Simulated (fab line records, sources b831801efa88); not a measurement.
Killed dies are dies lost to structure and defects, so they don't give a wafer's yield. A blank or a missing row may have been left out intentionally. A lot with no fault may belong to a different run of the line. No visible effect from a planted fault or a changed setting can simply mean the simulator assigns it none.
fab line records | flow gf180mcu
[record] lots = 8 | wafers = 24 | last_day = 30
route steps=602 shown HV_LDD@234 NSD@244 PSD@259 SAB@264
lots that met no fault: taken from a fault-free run of the same line
start_h: start of the lot's first displayed wafer, in hours after the record's first day | wait_h: how many hours have passed since the lot's step before this one | " unchanged from the row above | L1.1+2: several wafers, shown together as one row | - no value, or no start given | * or withheld: withheld | < > ~ a bound
route shown NAME@n: NAME is a module with steps in the file, n the number in the route of the first one | usual: the fault-free wafers' mean and standard deviation | same: alike in all rows | chamber/n: place in a boat | sites: each site's reading | _std_site: the standard deviation of these | _edge_site: outer sites' mean less inner sites' | radius_mm: how far each site lies from the wafer's centre | mask NAME#n: copy n | behind: the tool/chamber that last shaped the wafer | hold: what put the lot on hold/how long, in hours/how the hold closed | device: which transistor (n, p or np) failed to switch | end of line: tests run on the same wafers once the route is complete | for a step that has no rows: nothing shown but its recipe | killed: the dies lost at the first sort to structure and to defects; this is not the yield of the wafer | map: shows each die of a wafer: x if killed, . if not, _ if none is there
set.NAME: the setting that was run; set.NAME@STEP: the one run at that earlier step | model.NAME: the simulator's own value behind a step, which no gauge read
route steps across a sampled set of lots; one table per step, one row per wafer
services: when a tool's chamber went out of use (start_h, in hours from the record's first day, below 0 if earlier), for how many hours, and the reason
[[steps]]
[step GF_HV_LDD_ETCHBACK_58]
[recipe] chemistry = CH3F/O2 | target = Si3N4 | stop_on = SiO2 | source_w = 400 | bias_w = 80 | pressure_mtorr = 25 | ch3f_flow_sccm = 40 | O2_flow_sccm = 30 | time_s = 100 | target_depth_a = 900
[usual] drypump_motor_current_A = 5.9/0.34 | oes_product_au = 0.843/0.0051 | throttle_valve_pct = 10.561/0.0083
lot.wafer | tool        | chamber | start_h | wait_h | drypump_motor_current_A | oes_product_au | rf_hours_counter_h | throttle_valve_pct
L503.1    | rie_diel-02 | 0       | 277.92  | 0.1    | 5.4                     | 0.850          | 39                 | 10.553
L503.2    | "           | 3       | "       | "      | 6.2                     | 0.845          | 90                 | 10.566
L503.4    | "           | 2       | "       | "      | 5.9                     | 0.836          | 54                 | 10.567
L504.1    | rie_diel-04 | 2       | 285.68  | 0.1    | 5.8                     | 0.854          | 6                  | 10.553
L504.4    | "           | 0       | "       | "      | 5.5                     | 0.839          | 3                  | 10.562
L504.6    | "           | 1       | "       | "      | 5.6                     | 0.846          | -                  | 10.554
L505.1    | rie_diel-02 | 3       | 291.45  | 0.1    | 6.2                     | 0.842          | 90                 | 10.556
L505.2    | "           | 1       | "       | "      | 5.5                     | 0.842          | 44                 | 10.561
L505.4    | "           | 0       | "       | "      | 5.4                     | 0.841          | 39                 | 10.559
L506.1    | rie_diel-01 | 2       | 296.13  | 0.1    | 6.3                     | 0.849          | 7                  | 10.566
L506.2    | "           | 3       | "       | "      | 6.4                     | 0.851          | 7                  | 10.578
L506.4    | "           | 0       | "       | "      | 5.8                     | 0.846          | 54                 | 10.563
L507.2    | rie_diel-01 | 1       | 307.46  | 0.0    | 6.0                     | 0.848          | 70                 | 10.556
L507.4    | "           | 0       | "       | "      | 5.8                     | 0.844          | 54                 | 10.556
L507.5    | "           | 3       | "       | "      | 6.4                     | 0.842          | -                  | 10.568
L508.3    | rie_diel-04 | 3       | 316.27  | 0.0    | 5.5                     | 0.827          | 7                  | 10.570
L508.4    | "           | 3       | "       | "      | 5.5                     | 0.841          | -                  | 10.565
L508.5    | "           | 1       | "       | "      | 5.6                     | 0.837          | -                  | 10.555
L509.4    | rie_diel-04 | 1       | 323.72  | 0.0    | 5.6                     | 0.840          | 112                | 10.571
L509.5    | "           | 0       | "       | "      | 5.5                     | 0.842          | -                  | 10.570
L509.6    | "           | 1       | "       | "      | 5.6                     | 0.840          | -                  | 10.561
L510.4    | rie_diel-01 | 0       | 327.64  | 0.0    | 5.8                     | 0.840          | 55                 | 10.571
L510.5    | "           | 1       | "       | "      | 6.0                     | 0.841          | -                  | 10.564
L510.6    | "           | 2       | "       | "      | 6.3                     | 0.847          | -                  | 10.557
[step GF_NSD_IMPLANT_09]
[recipe] species = As | energy_kev = 60 | dose_cm2 = 4e+15 | tilt_deg = 7
[usual] end_station_pressure_torr = 1.4e-05/7.1e-07 | implant_ion_amu = 75/0
lot.wafer | tool         | chamber | start_h | wait_h | end_station_pressure_torr | implant_ion_amu
L503.1    | implanter-01 | 0       | 298.42  | 0.0    | 1.45e-05                  | 75
L503.2    | "            | 0       | "       | "      | 1.36e-05                  | 75
L503.4    | "            | 0       | "       | "      | 1.46e-05                  | 75
L504.1    | implanter-04 | 0       | 305.83  | 0.0    | 1.28e-05                  | 75
L504.4    | "            | 0       | "       | "      | 1.36e-05                  | 75
L504.6    | "            | 0       | "       | "      | 1.27e-05                  | 75
L505.1    | implanter-04 | 0       | 311.87  | 0.0    | 1.29e-05                  | 75
L505.2    | "            | 0       | "       | "      | 1.32e-05                  | 75
L505.4    | "            | 0       | "       | "      | 1.39e-05                  | 75
L506.1    | implanter-04 | 0       | 316.70  | 0.0    | 1.53e-05                  | 75
L506.2    | "            | 0       | "       | "      | 1.37e-05                  | 75
L506.4    | "            | 0       | "       | "      | 1.44e-05                  | 75
L507.2    | implanter-02 | 0       | 328.23  | 0.0    | 1.51e-05                  | 49
L507.4    | "            | 0       | "       | "      | 1.46e-05                  | 49
L507.5    | "            | 0       | "       | "      | 1.5e-05                   | 49
L508.3    | implanter-02 | 0       | 336.91  | 0.1    | 1.41e-05                  | 49
L508.4    | "            | 0       | "       | "      | 1.38e-05                  | 49
L508.5    | "            | 0       | "       | "      | 1.44e-05                  | 49
L509.4    | implanter-02 | 0       | 344.58  | 0.1    | 1.54e-05                  | 49
L509.5    | "            | 0       | "       | "      | 1.3e-05                   | 49
L509.6    | "            | 0       | "       | "      | 1.38e-05                  | 49
L510.4    | implanter-04 | 0       | 347.97  | 0.1    | 1.49e-05                  | 49
L510.5    | "            | 0       | "       | "      | 1.45e-05                  | 49
L510.6    | "            | 0       | "       | "      | 1.41e-05                  | 49
[step GF_NSD_STRIP_11]
[recipe] chemistry = O2/N2 | power_w = 1400 | pressure_mtorr = 1500 | platen_temp_c = 250 | o2_flow_sccm = 3000 | n2_flow_sccm = 300 | overash_fraction = 0.5
[usual] drypump_motor_current_A = 5.6/0.36 | heater_power_w = 316/45 | oes_product_au = 0.487/0.0045 | strip_time_to_endpoint_s = 22.96/0.041
lot.wafer | tool            | chamber | start_h | wait_h | drypump_motor_current_A | heater_power_w | oes_product_au | rf_hours_counter_h | strip_time_to_endpoint_s
L503.1    | plasma_asher-04 | 1       | 298.72  | 0.1    | 5.9                     | 360            | 0.485          | 18                 | 22.96
L503.2    | "               | 0       | "       | "      | 5.9                     | 296            | 0.495          | 18                 | 22.98
L503.4    | "               | 0       | "       | "      | 5.9                     | 302            | 0.487          | -                  | 22.96
L504.1    | plasma_asher-01 | 1       | 306.13  | 0.1    | 5.4                     | 377            | 0.486          | 50                 | 22.94
L504.4    | "               | 0       | "       | "      | 6.1                     | 287            | 0.489          | -                  | 22.90
L504.6    | "               | 1       | "       | "      | 5.3                     | 370            | 0.482          | -                  | 22.97
L505.1    | plasma_asher-02 | 0       | 312.17  | 0.1    | 5.7                     | 286            | 0.487          | 69                 | 23.00
L505.2    | "               | 1       | "       | "      | 4.9                     | 247            | 0.487          | 69                 | 22.96
L505.4    | "               | 1       | "       | "      | 4.9                     | 252            | 0.488          | -                  | 22.98
L506.1    | plasma_asher-01 | 0       | 317.00  | 0.1    | 6.0                     | 294            | 0.485          | 51                 | 22.93
L506.2    | "               | 1       | "       | "      | 5.3                     | 369            | 0.480          | 51                 | 22.92
L506.4    | "               | 1       | "       | "      | 5.3                     | 377            | 0.486          | -                  | 22.97
L507.2    | plasma_asher-01 | 1       | 328.51  | 0.1    | 5.3                     | 372            | 0.474          | 53                 | 23.72
L507.4    | "               | 0       | "       | "      | 6.0                     | 294            | 0.482          | -                  | 23.74
L507.5    | "               | 0       | "       | "      | 6.0                     | 290            | 0.484          | -                  | 23.75
L508.3    | plasma_asher-02 | 1       | 337.19  | 0.1    | 5.0                     | 254            | 0.488          | -                  | 23.69
L508.4    | "               | 0       | "       | "      | 5.6                     | 278            | 0.473          | -                  | 23.71
L508.5    | "               | 1       | "       | "      | 5.0                     | 253            | 0.471          | -                  | 23.72
L509.4    | plasma_asher-01 | 0       | 344.84  | 0.1    | 6.0                     | 295            | 0.476          | -                  | 23.79
L509.5    | "               | 1       | "       | "      | 5.3                     | 366            | 0.479          | -                  | 23.82
L509.6    | "               | 0       | "       | "      | 6.0                     | 290            | 0.478          | -                  | 23.80
L510.4    | plasma_asher-04 | 0       | 348.23  | 0.1    | 5.8                     | 294            | 0.477          | -                  | 23.76
L510.5    | "               | 0       | "       | "      | 5.9                     | 302            | 0.483          | -                  | 23.74
L510.6    | "               | 1       | "       | "      | 5.9                     | 368            | 0.481          | -                  | 23.73
[step GF_PSD_TW_MEAS_11]
[usual] PSD_TW = 3177/22
lot.wafer | tool          | chamber | start_h | wait_h | PSD_TW
L503.1    | film_metro-02 | -       | 319.26  | 0.1    | 3162
L503.2    | "             | -       | "       | "      | 3161
L503.4    | "             | -       | "       | "      | 3164
L504.1    | film_metro-02 | -       | 327.51  | 0.1    | 3182
L504.4    | "             | -       | "       | "      | 3163
L504.6    | "             | -       | "       | "      | 3160
L505.1    | film_metro-02 | -       | 333.01  | 0.1    | 3169
L505.2    | "             | -       | "       | "      | 3174
L505.4    | "             | -       | "       | "      | 3177
L506.1    | film_metro-03 | -       | 337.06  | 0.1    | 3149
L506.2    | "             | -       | "       | "      | 3151
L506.4    | "             | -       | "       | "      | 3142
L507.2    | film_metro-03 | -       | 350.08  | 0.1    | 3147
L507.4    | "             | -       | "       | "      | 3158
L507.5    | "             | -       | "       | "      | 3163
L508.3    | film_metro-02 | -       | 357.94  | 0.1    | 3183
L508.4    | "             | -       | "       | "      | 3198
L508.5    | "             | -       | "       | "      | 3219
L509.4    | film_metro-03 | -       | 366.25  | 0.1    | 3124
L509.5    | "             | -       | "       | "      | 3147
L509.6    | "             | -       | "       | "      | 3123
L510.4    | film_metro-02 | -       | 369.19  | 0.1    | 3151
L510.5    | "             | -       | "       | "      | 3170
L510.6    | "             | -       | "       | "      | 3163
[step GF_PSD_RS_MEAS_14]
[recipe] thk_meas_gauge = four-point-probe
[usual] NSD_RS = 46.15/0.084
lot.wafer | tool          | chamber | start_h | wait_h | NSD_RS[ohm/sq]
L503.1    | film_metro-01 | -       | 319.46  | 0.1    | 46.05
L503.2    | "             | -       | "       | "      | 46.18
L503.4    | "             | -       | "       | "      | 46.22
L504.1    | film_metro-02 | -       | 327.71  | 0.1    | 46.16
L504.4    | "             | -       | "       | "      | 46.11
L504.6    | "             | -       | "       | "      | 45.96
L505.1    | film_metro-01 | -       | 333.21  | 0.1    | 46.05
L505.2    | "             | -       | "       | "      | 45.98
L505.4    | "             | -       | "       | "      | 46.02
L506.1    | film_metro-01 | -       | 337.25  | 0.1    | 46.13
L506.2    | "             | -       | "       | "      | 46.00
L506.4    | "             | -       | "       | "      | 46.11
L507.2    | film_metro-03 | -       | 350.28  | 0.1    | -
L507.4    | "             | -       | "       | "      | -
L507.5    | "             | -       | "       | "      | -
L508.3    | film_metro-01 | -       | 358.15  | 0.1    | -
L508.4    | "             | -       | "       | "      | -
L508.5    | "             | -       | "       | "      | -
L509.4    | film_metro-01 | -       | 366.47  | 0.1    | -
L509.5    | "             | -       | "       | "      | -
L509.6    | "             | -       | "       | "      | -
L510.4    | film_metro-03 | -       | 369.41  | 0.1    | -
L510.5    | "             | -       | "       | "      | -
L510.6    | "             | -       | "       | "      | -
[step GF_SAB_CVD_00]
[recipe] material = SiO2 | target_thk_nm = 50 | precursor = TEOS | temp_c = 400 | time_s = 4.9302 | rf_w = 600
[usual] heater_power_w = 638/66 | susceptor_temp_C = 400.03/0.24
lot.wafer | tool     | chamber | start_h | wait_h | heater_power_w | since_wet_clean_h | susceptor_temp_C
L503.1    | pecvd-03 | 1       | 319.70  | 0.1    | 593            | 145               | 400.14
L503.2    | "        | 2       | "       | "      | 612            | 145               | 399.78
L503.4    | "        | 2       | "       | "      | 621            | -                 | 400.43
L504.1    | pecvd-03 | 0       | 327.95  | 0.1    | 616            | 153               | 400.12
L504.4    | "        | 0       | "       | "      | 638            | -                 | 399.85
L504.6    | "        | 1       | "       | "      | 546            | -                 | 400.05
L505.1    | pecvd-03 | 0       | 333.45  | 0.1    | 636            | 159               | 399.66
L505.2    | "        | 2       | "       | "      | 575            | 159               | 399.81
L505.4    | "        | 0       | "       | "      | 629            | -                 | 399.93
L506.1    | pecvd-03 | 2       | 337.49  | 0.1    | 622            | 163               | 400.18
L506.2    | "        | 1       | "       | "      | 541            | 163               | 399.94
L506.4    | "        | 0       | "       | "      | 585            | -                 | 400.15
L507.2    | pecvd-03 | 2       | 350.50  | 0.1    | 639            | 176               | 400.11
L507.4    | "        | 2       | "       | "      | 629            | -                 | 399.78
L507.5    | "        | 0       | "       | "      | 554            | -                 | 400.04
L508.3    | pecvd-01 | 1       | 358.35  | 0.1    | 665            | 600               | 400.28
L508.4    | "        | 1       | "       | "      | 657            | -                 | 399.71
L508.5    | "        | 0       | "       | "      | 643            | -                 | 399.89
L509.4    | pecvd-03 | 1       | 366.66  | 0.0    | 560            | -                 | 400.10
L509.5    | "        | 0       | "       | "      | 665            | -                 | 399.85
L509.6    | "        | 2       | "       | "      | 602            | -                 | 400.15
L510.4    | pecvd-01 | 0       | 369.60  | 0.0    | 627            | -                 | 400.19
L510.5    | "        | 1       | "       | "      | 682            | -                 | 400.19
L510.6    | "        | 2       | "       | "      | 564            | -                 | 399.97
[[services]]
tool            | chamber | start_h | hours | kind
rie_diel-02     | 1       | 264.95  | 3.6   | repair
plasma_asher-01 | -       | 276.55  | 0.3   | repair
implanter-02    | -       | 280.16  | 2.0   | repair
rie_diel-02     | 2       | 300.86  | 7.2   | repair
plasma_asher-04 | -       | 307.83  | 23.5  | repair
rie_diel-04     | 0       | 309.95  | 8.4   | repair
implanter-02    | -       | 319.22  | 5.1   | pm
implanter-02    | -       | 326.02  | 1.8   | repair
rie_diel-02     | 0       | 333.84  | 13.4  | repair
rie_diel-01     | 1       | 336.63  | 14.6  | repair
rie_diel-01     | 2       | 364.05  | 5.9   | repair
[[key]]
[first_sign] step = GF_NSD_IMPLANT_09 | reading = implant_ion_amu | direction = down | sigmas = 99+ | usual = 75 | struck = 49
[effect] step = GF_NSD_STRIP_11 | reading = strip_time_to_endpoint_s | direction = up | sigmas = 19 | usual = * | struck = *
[effect] step = GF_PSD_RS_MEAS_14 | reading = NSD_RS | direction = missing
met_at GF_NSD_IMPLANT_09
struck_lots L507,L508,L509,L510
sort_left_out L507.2,L507.4,L507.5,L508.3,L508.4,L508.5,L509.4,L509.5,L509.6,L510.4,L510.5,L510.6
tester_left_out L507,L508,L509,L510
not_acting_at GF_HV_LDD_ETCHBACK_58,GF_PSD_TW_MEAS_11,GF_SAB_CVD_00
onset_between 316.70 328.23
[fault] kind = wrong_recipe_download | tool = implanter-01,implanter-02,implanter-04 | chamber = - | onset_h = 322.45 | steps = GF_NSD_IMPLANT_09 | wrong_recipe.not_listed = 1
// tester_left_out: of these lots the tester's yield and bins aren't shown, on N5 and GAA mostly nor the transistor test; their killed dies are dies lost to structure and defects alone, not to doping, threshold or leakage, so they don't give the yield
// sort_left_out: the simulated sort isn't trusted on such a fault, so these wafers' sort isn't shown, and their yield isn't known
